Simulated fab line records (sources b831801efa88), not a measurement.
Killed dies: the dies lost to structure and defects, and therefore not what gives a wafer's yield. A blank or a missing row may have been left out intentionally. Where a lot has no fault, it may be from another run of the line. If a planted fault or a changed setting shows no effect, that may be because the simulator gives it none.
Split-lot study || flow gf180mcu || 23 wafers read across 5 lots, on a route 602 steps long

== ABOUT THE SPLIT ==
At GF_STI_COAT_07 (resist thk 700 nm), the setting resist_thk_nm was moved away from the recipe's 700 nm on 10 of the 23 wafers read, by -6.0% to +3.4%. The other wafers ran this setting at the recipe's value.

== FROM THE SPLIT TO THE READING: what the file shows between them, 4 steps ==
- GF_STI_SOFTBAKE_08: time 60 s
- GF_STI_EXPOSE_09: exposes mask COMP, target cd 220 nm
- GF_STI_ETCH_13: etches the open film in CHF3/O2, stops on Si, target depth 282.31 nm, time 112.9 s
- GF_STI_ETCH_14: etches Si in HBr/Cl2/O2, target depth 360 nm, time 102.9 s

== THE READING ==
oes_product_au, in a.u., at GF_STI_STRIP_15 (strips in O2/N2). On this fab line, fault-free wafers typically give 0.384 a.u. with a standard deviation of 0.0044 a.u.

{"wafer": "L074.1", "tool, chamber at the split": "litho_track-02, 0", "resist_thk_nm as run, nm": 724, "against the recipe": "+3.4%", "oes_product_au, a.u.": 0.391, "against lot-mates on the recipe": "+0.010"}
{"wafer": "L074.2", "tool, chamber at the split": "litho_track-02, 0", "resist_thk_nm as run, nm": 724, "against the recipe": "+3.4%", "oes_product_au, a.u.": 0.404, "against lot-mates on the recipe": "+0.023"}
{"wafer": "L074.4", "tool, chamber at the split": "litho_track-02, 0", "resist_thk_nm as run, nm": 700, "against the recipe": "recipe", "oes_product_au, a.u.": 0.383, "against lot-mates on the recipe": "-"}
{"wafer": "L074.5", "tool, chamber at the split": "litho_track-02, 0", "resist_thk_nm as run, nm": 700, "against the recipe": "recipe", "oes_product_au, a.u.": 0.379, "against lot-mates on the recipe": "-"}
{"wafer": "L074.6", "tool, chamber at the split": "litho_track-02, 0", "resist_thk_nm as run, nm": 724, "against the recipe": "+3.4%", "oes_product_au, a.u.": 0.388, "against lot-mates on the recipe": "+0.007"}
{"wafer": "L075.1", "tool, chamber at the split": "litho_track-03, 0", "resist_thk_nm as run, nm": 700, "against the recipe": "recipe", "oes_product_au, a.u.": 0.388, "against lot-mates on the recipe": "-"}
{"wafer": "L075.5", "tool, chamber at the split": "litho_track-03, 0", "resist_thk_nm as run, nm": 700, "against the recipe": "recipe", "oes_product_au, a.u.": 0.377, "against lot-mates on the recipe": "-"}
{"wafer": "L075.6", "tool, chamber at the split": "litho_track-03, 0", "resist_thk_nm as run, nm": 700, "against the recipe": "recipe", "oes_product_au, a.u.": 0.386, "against lot-mates on the recipe": "-"}
{"wafer": "L078.1", "tool, chamber at the split": "litho_track-03, 0", "resist_thk_nm as run, nm": 659.2, "against the recipe": "-5.8%", "oes_product_au, a.u.": 0.361, "against lot-mates on the recipe": -0.023}
{"wafer": "L078.3", "tool, chamber at the split": "litho_track-03, 0", "resist_thk_nm as run, nm": 700, "against the recipe": "recipe", "oes_product_au, a.u.": 0.383, "against lot-mates on the recipe": "-"}
{"wafer": "L078.4", "tool, chamber at the split": "litho_track-03, 0", "resist_thk_nm as run, nm": 700, "against the recipe": "recipe", "oes_product_au, a.u.": 0.382, "against lot-mates on the recipe": "-"}
{"wafer": "L078.5", "tool, chamber at the split": "litho_track-03, 0", "resist_thk_nm as run, nm": 659.2, "against the recipe": "-5.8%", "oes_product_au, a.u.": 0.363, "against lot-mates on the recipe": -0.021}
{"wafer": "L078.6", "tool, chamber at the split": "litho_track-03, 0", "resist_thk_nm as run, nm": 700, "against the recipe": "recipe", "oes_product_au, a.u.": 0.386, "against lot-mates on the recipe": "-"}
{"wafer": "L079.1", "tool, chamber at the split": "litho_track-01, 0", "resist_thk_nm as run, nm": 700, "against the recipe": "recipe", "oes_product_au, a.u.": 0.387, "against lot-mates on the recipe": "-"}
{"wafer": "L079.3", "tool, chamber at the split": "litho_track-01, 0", "resist_thk_nm as run, nm": 700, "against the recipe": "recipe", "oes_product_au, a.u.": 0.388, "against lot-mates on the recipe": "-"}
{"wafer": "L079.4", "tool, chamber at the split": "litho_track-01, 0", "resist_thk_nm as run, nm": 658.1, "against the recipe": "-6.0%", "oes_product_au, a.u.": 0.362, "against lot-mates on the recipe": -0.023}
{"wafer": "L079.5", "tool, chamber at the split": "litho_track-01, 0", "resist_thk_nm as run, nm": 658.1, "against the recipe": "-6.0%", "oes_product_au, a.u.": 0.364, "against lot-mates on the recipe": -0.021}
{"wafer": "L079.6", "tool, chamber at the split": "litho_track-01, 0", "resist_thk_nm as run, nm": 700, "against the recipe": "recipe", "oes_product_au, a.u.": 0.380, "against lot-mates on the recipe": "-"}
{"wafer": "L085.1", "tool, chamber at the split": "litho_track-03, 0", "resist_thk_nm as run, nm": 668.1, "against the recipe": "-4.6%", "oes_product_au, a.u.": 0.367, "against lot-mates on the recipe": -0.016}
{"wafer": "L085.3", "tool, chamber at the split": "litho_track-03, 0", "resist_thk_nm as run, nm": 668.1, "against the recipe": "-4.6%", "oes_product_au, a.u.": 0.376, "against lot-mates on the recipe": -0.007}
{"wafer": "L085.4", "tool, chamber at the split": "litho_track-03, 0", "resist_thk_nm as run, nm": 700, "against the recipe": "recipe", "oes_product_au, a.u.": 0.383, "against lot-mates on the recipe": "-"}
{"wafer": "L085.5", "tool, chamber at the split": "litho_track-03, 0", "resist_thk_nm as run, nm": 668.1, "against the recipe": "-4.6%", "oes_product_au, a.u.": 0.378, "against lot-mates on the recipe": -0.005}
{"wafer": "L085.6", "tool, chamber at the split": "litho_track-03, 0", "resist_thk_nm as run, nm": 700, "against the recipe": "recipe", "oes_product_au, a.u.": 0.382, "against lot-mates on the recipe": "-"}

FIT RESULTS
A straight line over all 23 wafers: oes_product_au changes by +0.00314 a.u. for each +1% of resist_thk_nm; r = +0.90; the points scatter about the line by 0.0046 a.u.
The same after taking each lot's own level away (the mean of its wafers on the recipe; 23 wafers): +0.00334 a.u. for each +1%; r = +0.91; scatter 0.0048 a.u.
According to that fit, moving resist_thk_nm by its largest amount changes the reading by 0.02 a.u.
Across the lots, their own levels run from 0.3810 to 0.3850 a.u., a range of 0.9 times the standard deviation given above.
The two slopes agree, so the slope changes little with the lot-to-lot level.
Check: with one of the wafers moved furthest among these (-6.0%) left out of the fit, the line predicts -0.0186 a.u. for it against its lot-mates. Against them it came out at -0.023 a.u.

== THE WHOLE CHAIN: every reading that the file lists as answering this split, in the file's order ==
{"step": "GF_STI_COAT_07", "what it does": "resist thk 700 nm", "reading": "KrF_of_STI_COAT_07.thk_nm (the simulator's own value, which no gauge read)", "change (the file's fit)": "+7.09 nm for each +1% of the setting", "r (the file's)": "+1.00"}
{"step": "GF_STI_ETCH_14", "what it does": "etches Si in HBr/Cl2/O2, target depth 360 nm, time 102.9 s", "reading": "KrF_of_STI_COAT_07.thk_nm (the simulator's own value, which no gauge read)", "change (the file's fit)": "+7.2 nm for each +1% of the setting", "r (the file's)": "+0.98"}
{"step": "GF_STI_STRIP_15", "what it does": "strips in O2/N2", "reading": "oes_product_au", "change (the file's fit)": "+0.00335 a.u. for each +1% of the setting", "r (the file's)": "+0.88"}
{"step": "GF_STI_STRIP_15", "what it does": "strips in O2/N2", "reading": "strip_time_to_endpoint_s", "change (the file's fit)": "withheld for each +1% of the setting", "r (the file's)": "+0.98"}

== FILE'S OWN FIT ==
oes_product_au changes by +0.00335 a.u. for each +1% of resist_thk_nm, r = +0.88.
